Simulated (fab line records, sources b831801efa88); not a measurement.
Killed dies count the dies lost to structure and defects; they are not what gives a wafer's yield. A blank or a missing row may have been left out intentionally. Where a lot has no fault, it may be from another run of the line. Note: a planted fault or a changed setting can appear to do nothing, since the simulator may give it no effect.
Chamber matching + flow sky130 + 4 sister chambers for SKY_VIA3_CMP_24 on cmp-02
The step polishes, stops on SiO2, t overpolish 20 s, target thk 0 nm. 36 wafers are shown with their chamber, then 12 later ones without.

WAFERS, EACH WITH ITS CHAMBER
| wafer  | chamber | motorCurrentA (A) | timeToEndpointS (s) | overpolishRunS (s) |
|--------|---------|-------------------|---------------------|--------------------|
| L075.2 | 2       | 12.3              | 94.3                | 20.008             |
| L075.3 | 3       | 11.1              | 95.2                | 20.006             |
| L075.4 | 0       | 13.0              | 94.6                | 20.003             |
| L076.2 | 2       | 12.6              | 90.9                | 20.003             |
| L076.3 | 1       | 10.0              | 94.2                | 20.002             |
| L076.6 | 0       | 12.9              | 89.8                | 20.001             |
| L078.2 | 0       | 12.3              | 93.5                | 20.014             |
| L078.5 | 1       | 10.2              | 94.7                | 19.996             |
| L078.6 | 0       | 13.7              | 93.3                | 20.007             |
| L079.1 | 3       | 11.5              | 91.3                | 19.987             |
| L079.3 | 0       | 13.5              | 93.9                | 20.011             |
| L079.6 | 3       | 11.0              | 91.8                | 20.007             |
| L080.2 | 1       | 10.8              | 97.0                | 20.013             |
| L080.4 | 3       | 10.9              | 95.1                | 19.998             |
| L080.6 | 2       | 11.6              | 94.8                | 19.990             |
| L083.1 | 2       | 11.7              | 92.6                | 20.007             |
| L083.5 | 3       | 11.3              | 93.7                | 19.989             |
| L083.6 | 0       | 13.6              | 93.7                | 19.977             |
| L086.1 | 1       | 10.5              | 100.6               | 19.996             |
| L086.2 | 3       | 11.2              | 93.4                | 20.004             |
| L086.6 | 3       | 11.7              | 96.3                | 20.008             |
| L087.3 | 3       | 11.3              | 88.3                | 19.998             |
| L087.4 | 0       | 13.2              | 90.9                | 19.997             |
| L087.6 | 1       | 10.4              | 95.5                | 20.008             |
| L089.4 | 3       | 11.0              | 90.9                | 20.005             |
| L089.5 | 0       | 13.0              | 93.1                | 20.001             |
| L089.6 | 3       | 11.2              | 91.8                | 20.017             |
| L090.1 | 0       | 12.4              | 87.4                | 20.008             |
| L090.2 | 2       | 11.9              | 93.1                | 19.984             |
| L090.3 | 3       | 11.9              | 88.9                | 20.001             |
| L092.3 | 1       | 9.6               | 97.6                | 20.013             |
| L092.4 | 2       | 12.6              | 92.3                | 20.005             |
| L092.5 | 2       | 11.3              | 93.7                | 19.994             |
| L091.4 | 3       | 12.0              | 87.7                | 19.991             |
| L091.5 | 2       | 11.3              | 88.6                | 19.993             |
| L091.6 | 1       | 10.4              | 94.8                | 20.003             |

SIGNATURES (means of the wafers above)
| reading         | chamber 0 | chamber 1 | chamber 2 | chamber 3 | scatter within a chamber |
|-----------------|-----------|-----------|-----------|-----------|--------------------------|
| motorCurrentA   | 13.067    | 10.271    | 11.912    | 11.342    | 0.443                    |
| timeToEndpointS | 92.244    | 96.343    | 92.537    | 92.033    | 2.44                     |
| overpolishRunS  | 20.00211  | 20.00443  | 19.99800  | 20.00092  | 0.00911                  |
Rule: a wafer's distance from a chamber is the root of the sum, over the readings, of the square of ((its reading less the chamber's mean) divided by the reading's scatter). If the next closest chamber is less than 2 further off than the closest, the wafer can't be placed; otherwise it belongs to the closest. How the scatter is found: for the shown wafers, subtract from each reading the mean of its chamber, square and add these, divide the total by (wafers less chambers), then take the root.

WAFERS MISSING THEIR CHAMBER
| wafer  | motorCurrentA (A) | timeToEndpointS (s) | overpolishRunS (s) |
|--------|-------------------|---------------------|--------------------|
| L093.2 | 11.8              | 94.3                | 19.996             |
| L093.3 | 10.7              | 98.4                | 19.993             |
| L093.4 | 10.6              | 94.0                | 20.008             |
| L094.1 | 10.3              | 97.0                | 20.009             |
| L094.4 | 13.1              | 91.4                | 20.008             |
| L094.6 | 13.4              | 91.6                | 19.994             |
| L095.1 | 10.6              | 95.0                | 20.001             |
| L095.4 | 12.0              | 93.9                | 20.009             |
| L095.6 | 10.9              | 98.0                | 20.003             |
| L096.3 | 11.5              | 93.3                | 19.987             |
| L096.4 | 10.6              | 101.1               | 20.013             |
| L096.5 | 11.4              | 94.5                | 20.003             |

WHICH CHAMBER EACH WENT THROUGH
| wafer  | from the rows above          | in truth |
|--------|------------------------------|----------|
| L093.2 | can't be placed: 2 or 3      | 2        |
| L093.3 | can't be placed: 1 or 3 or 2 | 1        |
| L093.4 | can't be placed: 1 or 3 or 2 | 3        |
| L094.1 | 1                            | 1        |
| L094.4 | 0                            | 0        |
| L094.6 | 0                            | 0        |
| L095.1 | can't be placed: 1 or 3      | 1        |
| L095.4 | can't be placed: 2 or 3 or 0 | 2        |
| L095.6 | can't be placed: 1 or 3 or 2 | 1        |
| L096.3 | can't be placed: 2 or 3      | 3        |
| L096.4 | can't be placed: 1 or 3      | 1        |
| L096.5 | can't be placed: 3 or 2 or 1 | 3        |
Correctly placed: 3 of 12. Unplaceable from these rows: 9, with the true chamber sitting among the candidates in 9. Number placed wrongly: 0.
